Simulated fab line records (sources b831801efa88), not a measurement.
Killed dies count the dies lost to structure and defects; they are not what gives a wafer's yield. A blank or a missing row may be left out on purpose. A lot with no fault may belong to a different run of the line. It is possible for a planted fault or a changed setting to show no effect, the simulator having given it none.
The tool behind it: which one? | flow sky130 | 11 lots with 33 wafers sampled at 5 steps, on a route of 708 steps

## WHAT EACH GAUGE READ, for each wafer
SKY_NWELL_OVL_MEAS_10. Usual: NWELL_00_OVL typically reads -0.1 nm, with standard deviation 1.2.
lot  | measured     | on         | NWELL_00_OVL (nm) | flag
L833 | day 4 13:50  | overlay-01 | 1.2 1.4 0.4       | 
L835 | day 5 04:35  | overlay-02 | 1.8 0.0 0.7       | 
L836 | day 5 08:59  | overlay-01 | -1.5 -0.2 -0.9    | 
L837 | day 5 13:44  | overlay-02 | -0.3 0.2 0.1      | 
L838 | day 5 19:26  | overlay-02 | -0.8 -0.2 -0.5    | 
L847 | day 8 00:38  | overlay-01 | 2.2 0.4 1.1       | 
L848 | day 8 06:53  | overlay-02 | -1.3 -0.7 -0.2    | 
L851 | day 8 21:03  | overlay-02 | -1.8 0.4 1.1      | 
L852 | day 9 02:47  | overlay-02 | 1.6 2.3 0.5       | 
L855 | day 10 02:53 | overlay-01 | 0.3 -0.1 -0.2     | 
L856 | day 10 05:38 | overlay-02 | -0.1 -0.5 -0.8    | 

SKY_SONOS_ONO_THK_MEAS_01. Usual: SONOS_ONO_OXIDATION_THK typically reads 2.60 nm, with standard deviation 0.049.
lot  | measured     | on           | SONOS_ONO_OXIDATION_THK (nm) | flag
L833 | day 11 12:59 | filmMetro-04 | 2.59 2.62 2.60               | 
L835 | day 12 05:26 | filmMetro-03 | 2.60 2.68 2.66               | 
L836 | day 12 13:28 | filmMetro-04 | 3.78 3.84 3.73               | OFF
L837 | day 12 19:00 | filmMetro-02 | 2.64 2.68 2.65               | 
L838 | day 13 02:47 | filmMetro-04 | 3.78 3.80 3.80               | OFF
L847 | day 16 01:44 | filmMetro-04 | 2.61 2.63 2.51               | 
L848 | day 16 08:40 | filmMetro-04 | 2.62 2.63 2.57               | 
L851 | day 17 04:28 | filmMetro-02 | 2.55 2.59 2.61               | 
L852 | day 17 14:35 | filmMetro-02 | 2.60 2.65 2.58               | 
L855 | day 19 01:10 | filmMetro-03 | 2.61 2.64 2.56               | 
L856 | day 19 04:00 | filmMetro-04 | 2.66 2.61 2.67               | 

## WHICH TOOL RAN EACH LOT (tool, then ch and the chambers of the sampled wafers, then the start)
lot  | SKY_FIELD_ISO_ETCH_17          | SKY_VT_ADJUST_HVTP_STRIP_10         | SKY_SONOS_ONO_OXIDATION_00
L833 | rieSi-02 ch 0,3, day 2 04:36   | plasmaAsher-04 ch 0,1, day 6 03:57  | furnace-02 ch 0, day 11 11:38
L835 | rieSi-01 ch 0,1,3, day 2 16:06 | plasmaAsher-04 ch 0,1, day 6 19:56  | furnace-01 ch 0, day 12 04:05
L836 | rieSi-01 ch 0,1,2, day 2 20:03 | plasmaAsher-03 ch 0,1, day 7 00:15  | furnace-01 ch 0, day 12 12:06
L837 | rieSi-01 ch 0,1,2, day 3 02:49 | plasmaAsher-02 ch 0,1, day 7 04:44  | furnace-02 ch 0, day 12 17:38
L838 | rieSi-01 ch 0,2, day 3 08:37   | plasmaAsher-04 ch 0,1, day 7 11:45  | furnace-01 ch 0, day 13 01:26
L847 | rieSi-01 ch 2,3, day 5 08:28   | plasmaAsher-03 ch 0,1, day 9 18:27  | furnace-02 ch 0, day 16 00:23
L848 | rieSi-02 ch 1,3, day 5 10:46   | plasmaAsher-04 ch 0, day 10 02:38   | furnace-01 ch 0, day 16 07:20
L851 | rieSi-02 ch 0,2,3, day 6 02:43 | plasmaAsher-04 ch 0,1, day 10 15:53 | furnace-01 ch 0, day 17 03:05
L852 | rieSi-01 ch 2,3, day 6 07:39   | plasmaAsher-02 ch 0,1, day 10 23:38 | furnace-01 ch 0, day 17 13:14
L855 | rieSi-01 ch 0,2,3, day 7 00:37 | plasmaAsher-03 ch 0,1, day 12 00:36 | furnace-01 ch 0, day 18 23:48
L856 | rieSi-02 ch 1,2,3, day 7 05:25 | plasmaAsher-03 ch 0,1, day 12 04:02 | furnace-01 ch 0, day 19 02:39
- SKY_FIELD_ISO_ETCH_17: etches Si in HBr/Cl2/O2, target depth 342 nm, time 97.7 s.
- SKY_VT_ADJUST_HVTP_STRIP_10: strips in O2/N2.
- SKY_SONOS_ONO_OXIDATION_00: stabilise 600 s, purge 300 s, target thk 2.6 nm.

## WHAT THE TOOLS THEMSELVES READ (means of the sampled wafers that have a number; where no wafer has one, the mark that the record gives instead)
SKY_FIELD_ISO_ETCH_17. Usual: drypumpMotorCurrentA 6.0 A, standard deviation 0.61; oesProductAu 0.997 a.u., standard deviation 0.012; throttleValvePct 25.658 %, standard deviation 0.012.
lot  | tool     | drypumpMotorCurrentA (A) | oesProductAu (a.u.) | throttleValvePct (%) | flag
L833 | rieSi-02 | 6.2                      | 0.986               | 25.665               | 
L835 | rieSi-01 | 5.8                      | 1.008               | 25.650               | 
L836 | rieSi-01 | 5.9                      | 1.002               | 25.658               | 
L837 | rieSi-01 | 5.9                      | 0.997               | 25.660               | 
L838 | rieSi-01 | 6.5                      | 1.012               | 25.651               | 
L847 | rieSi-01 | 6.2                      | 1.006               | 25.646               | 
L848 | rieSi-02 | 5.3                      | 0.982               | 25.676               | 
L851 | rieSi-02 | 6.0                      | 0.992               | 25.664               | 
L852 | rieSi-01 | 6.2                      | 1.006               | 25.657               | 
L855 | rieSi-01 | 6.3                      | 1.010               | 25.651               | 
L856 | rieSi-02 | 5.6                      | 0.988               | 25.662               | 

SKY_VT_ADJUST_HVTP_STRIP_10. Usual: drypumpMotorCurrentA 6.0 A, standard deviation 0.51; oesProductAu 0.715 a.u., standard deviation 0.0046; stripTimeToEndpointS 14.16 s, standard deviation 0.038.
lot  | tool           | drypumpMotorCurrentA (A) | oesProductAu (a.u.) | stripTimeToEndpointS (s) | flag
L833 | plasmaAsher-04 | 6.4                      | 0.714               | 14.21                    | 
L835 | plasmaAsher-04 | 6.5                      | 0.716               | 14.16                    | 
L836 | plasmaAsher-03 | 5.9                      | 0.713               | 14.17                    | 
L837 | plasmaAsher-02 | 5.7                      | 0.713               | 14.13                    | 
L838 | plasmaAsher-04 | 6.5                      | 0.716               | 14.13                    | 
L847 | plasmaAsher-03 | 5.9                      | 0.717               | 14.13                    | 
L848 | plasmaAsher-04 | 6.2                      | 0.712               | 14.16                    | 
L851 | plasmaAsher-04 | 6.4                      | 0.713               | 14.13                    | 
L852 | plasmaAsher-02 | 5.7                      | 0.719               | 14.13                    | 
L855 | plasmaAsher-03 | 5.6                      | 0.712               | 14.15                    | 
L856 | plasmaAsher-03 | 5.6                      | 0.721               | 14.21                    | 

SKY_SONOS_ONO_OXIDATION_00. Usual: rampDownCPerMin 3.0000, standard deviation 0.00055; spikeTcBottomC 820.5 C, standard deviation 1.2; spikeTcCentreC 801.1 C, standard deviation 1.1; spikeTcLowerC 800.7 C, standard deviation 1; spikeTcTopC 810.9 C, standard deviation 0.97; spikeTcUpperC 800.8 C, standard deviation 0.92; tubeCenterTempC 800.01 C, standard deviation 0.062; tube_center_temp_C_max 802.0, standard deviation 0.32; zonePowerTopPct 26.24 %, standard deviation 0.27.
lot  | tool       | rampDownCPerMin | spikeTcBottomC (C) | spikeTcCentreC (C) | spikeTcLowerC (C) | spikeTcTopC (C) | spikeTcUpperC (C) | tubeCenterTempC (C) | tube_center_temp_C_max | zonePowerTopPct (%) | flag
L833 | furnace-02 | 2.9999          | 819.3              | 802.8              | 799.5             | 810.2           | 800.6             | 799.99              | 802.2                  | 25.91               | 
L835 | furnace-01 | 2.9999          | 822.2              | 800.3              | 802.0             | 811.9           | 801.2             | 800.00              | 802.0                  | 26.19               | 
L836 | furnace-01 | 2.9998          | 848.3              | 827.2              | 828.2             | 837.1           | 827.7             | 826.84              | 828.6                  | 27.77               | OFF
L837 | furnace-02 | 2.9998          | 819.8              | 801.8              | 801.1             | 810.9           | 800.4             | 799.99              | 802.0                  | 26.04               | 
L838 | furnace-01 | 3.0002          | 846.2              | 828.3              | 828.1             | 837.9           | 826.7             | 826.80              | 828.8                  | 27.99               | OFF
L847 | furnace-02 | 3.0001          | 819.2              | 801.1              | 800.2             | 810.7           | 801.6             | 800.04              | 802.5                  | 26.29               | 
L848 | furnace-01 | 3.0000          | 821.4              | 799.8              | 800.5             | 811.1           | 800.6             | 800.05              | 802.3                  | 26.27               | 
L851 | furnace-01 | 2.9999          | 821.5              | 801.0              | 801.9             | 811.1           | 800.5             | 800.02              | 801.9                  | 26.34               | 
L852 | furnace-01 | 2.9993          | 820.2              | 800.9              | 800.3             | 810.9           | 801.0             | 800.02              | 802.3                  | 26.17               | 
L855 | furnace-01 | 3.0001          | 820.0              | 800.9              | 800.0             | 811.7           | 800.2             | 800.04              | 802.7                  | 26.62               | 
L856 | furnace-01 | 3.0003          | 820.7              | 800.5              | 800.9             | 810.6           | 800.7             | 800.02              | 802.1                  | 26.38               | 

## THE ANSWER, worked out from the rows above alone
Rule: a lot is off if the mean of its wafers that have a number lies more than 3 standard deviations from the usual mean. A lot without any number at a reading at which 4 lots or more have one is off too. The other lots that the step has rows for count as sound. First the gauges in route order, then the tools' own readings, where a lot's mean is used as printed above. At the first step where some lot is off, the reading lying furthest off is the one used; lots without a number count as furthest.
Off: L836, L838, at SKY_SONOS_ONO_THK_MEAS_01 (SONOS_ONO_OXIDATION_THK).
If a tool, at a process step before that reading, ran all the lots that are off and no sound lot after the first of them, it fits. The gauges at SKY_SONOS_ONO_THK_MEAS_01 aren't tried: what is off there is off at SKY_SONOS_ONO_OXIDATION_00 too, on other tools, and a gauge's error can't cause that. No candidate that was tried fits.

## WHAT THE SIMULATOR PUT IN
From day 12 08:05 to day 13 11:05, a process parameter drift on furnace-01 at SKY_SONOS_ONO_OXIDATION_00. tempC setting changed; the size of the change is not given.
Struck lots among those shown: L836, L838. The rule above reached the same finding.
